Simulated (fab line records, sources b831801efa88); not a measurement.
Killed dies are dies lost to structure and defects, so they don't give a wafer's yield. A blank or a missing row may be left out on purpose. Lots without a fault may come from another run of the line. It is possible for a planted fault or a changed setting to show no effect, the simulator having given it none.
The tool behind it: which one?    flow gf180mcu    14 lots with 42 wafers sampled at 3 steps, on a route of 602 steps

== WHAT THE GAUGES READ, wafer by wafer ==
GF_V5_THK_MEAS_01. Usual: for V5_CVD_00_THK the level is 300 nm and the standard deviation is 3.5.
lot   measured      on             V5_CVD_00_THK (nm)  flag
L596  day 26 08:28  film-metro-02  298 299 298         
L597  day 26 20:39  film-metro-02  301 302 302         
L598  day 27 04:38  film-metro-04  295 300 300         
L599  day 27 13:08  film-metro-04  297 296 295         
L601  day 28 05:05  film-metro-03  298 297 295         
L605  day 29 08:04  film-metro-02  299 306 299         
L607  day 30 05:32  film-metro-03  296 295 296         
L608  day 30 06:16  film-metro-02  300 301 298         
L609  day 30 11:02  film-metro-03  299 300 305         
L610  day 30 17:38  film-metro-02  301 302 298         
L611  day 31 01:21  film-metro-03  302 301 300         
L615  day 32 03:27  film-metro-03  301 305 300         
L618  day 32 19:24  film-metro-03  304 301 304         
L619  day 33 09:31  film-metro-03  302 302 302         

GF_V5_CD_MEAS_14: the cd target is 260 nm. Usual: 259.9 nm for cd-nm, sd 1.1.
lot   measured      on         cd-nm (nm)         flag
L596  day 27 05:40  cd-sem-02  260.7 260.3 258.8  
L597  day 27 17:38  cd-sem-01  259.5 259.1 257.8  
L598  day 28 00:32  cd-sem-01  260.7 261.6 260.2  
L599  day 28 10:30  cd-sem-02  260.9 260.2 259.6  
L601  day 29 00:34  cd-sem-02  262.8 262.6 261.7  
L605  day 30 03:41  cd-sem-02  259.7 259.7 260.2  
L607  day 31 00:11  cd-sem-01  260.0 260.0 260.1  
L608  day 31 00:46  cd-sem-02  259.6 259.3 260.0  
L609  day 31 05:34  cd-sem-01  259.9 259.6 259.7  
L610  day 31 12:31  cd-sem-02  259.4 259.0 260.4  
L611  day 31 19:17  cd-sem-02  260.1 260.4 260.1  
L615  day 32 21:10  cd-sem-01  261.0 260.2 259.8  
L618  day 33 10:38  cd-sem-01  259.7 260.0 260.2  
L619  day 34 01:22  cd-sem-01  259.2 259.3 259.2  

== TOOL THAT RAN EACH LOT (tool first, then ch and the chambers of the sampled wafers, then the start) ==
lot   GF_V1_CVD_00
L596  hdpcvd-02 ch 0,1,2, day 17 02:13
L597  hdpcvd-02 ch 0,1, day 17 16:21
L598  hdpcvd-02 ch 0,2, day 18 02:29
L599  hdpcvd-02 ch 1,2, day 18 12:50
L601  hdpcvd-02 ch 0,1,2, day 19 09:20
L605  hdpcvd-01 ch 0,1, day 20 16:32
L607  hdpcvd-01 ch 0,1, day 21 19:34
L608  hdpcvd-02 ch 0,1,2, day 21 20:11
L609  hdpcvd-02 ch 1,2, day 22 01:36
L610  hdpcvd-02 ch 0,1, day 22 12:05
L611  hdpcvd-01 ch 0,1,2, day 22 21:32
L615  hdpcvd-01 ch 0,2, day 24 07:14
L618  hdpcvd-01 ch 1,2, day 25 02:20
L619  hdpcvd-01 ch 1,2, day 25 08:21
- GF_V1_CVD_00: deposits SiO2, target thk 600 nm, time 100 s.

== AS READ BY THE TOOLS THEMSELVES (means over the sampled wafers that have a number; for cases with no such wafer, the mark the record gives instead) ==
The record holds no such reading with a usual standard deviation.

== THE ANSWER, worked out from the rows above alone ==
Rule: a lot is off if the mean of its wafers that have a number lies more than 3 standard deviations from the usual mean. A lot without any number at a reading at which 4 lots or more have one is off too. The other lots that the step has rows for count as sound. First the gauges in route order, then the tools' own readings, where a lot's mean is used as printed above. At the first step where some lot is off, the reading lying furthest off is the one used; lots without a number count as furthest.
No lot is off at any reading shown: from this, nothing can be told.

== WHAT THE SIMULATOR PUT IN ==
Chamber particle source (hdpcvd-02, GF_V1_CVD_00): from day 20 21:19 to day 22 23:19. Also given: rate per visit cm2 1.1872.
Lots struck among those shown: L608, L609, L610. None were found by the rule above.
